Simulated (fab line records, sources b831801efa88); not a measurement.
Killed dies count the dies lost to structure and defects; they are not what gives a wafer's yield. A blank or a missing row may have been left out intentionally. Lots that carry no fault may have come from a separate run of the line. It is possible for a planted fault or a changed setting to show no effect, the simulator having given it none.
Which tool did it?    flow gf180mcu    18 wafers sampled from 6 lots at 1 step of a route of 602

## WHAT THE GAUGES SHOWED, per wafer
GF_V2_CD_MEAS_14: target cd 260 nm.
lot   measured      on         cd-nm (nm)
L516  day 21 00:04  cd-sem-01  259.6 259.6 260.1
L518  day 21 06:33  cd-sem-02  256.6 256.9 256.5
L521  day 22 14:01  cd-sem-02  259.2 259.7 260.4
L529  day 25 08:39  cd-sem-02  259.8 260.7 260.7
L533  day 26 15:56  cd-sem-02  259.1 258.1 258.6
L535  day 27 02:05  cd-sem-01  261.1 260.6 260.6

## EACH LOT AND THE TOOL THAT RAN IT (in order: tool; ch and the chambers of the sampled wafers; start)
The record shows no process step preceding these readings.

## THE ANSWER, worked out from the rows above alone
Rule: the lots themselves supply what counts as usual. The widest of any qualifying gaps counts: lots, ordered by their means at a reading, are off when they make up no more than a third of the lots, leave a main group of 4 or more, and stand apart from it by 3 or more times the standard deviation of that group's means. If all means in a main group match to the digits the tables above print for the reading, that group is not used. Also off: a lot with no number at a reading for which 4 or more lots have one. The other lots that the step has rows for count as sound.
Across all readings shown, no lot is off: no conclusion can be drawn from this.

## WHAT HAD BEEN PUT IN BY THE SIMULATOR
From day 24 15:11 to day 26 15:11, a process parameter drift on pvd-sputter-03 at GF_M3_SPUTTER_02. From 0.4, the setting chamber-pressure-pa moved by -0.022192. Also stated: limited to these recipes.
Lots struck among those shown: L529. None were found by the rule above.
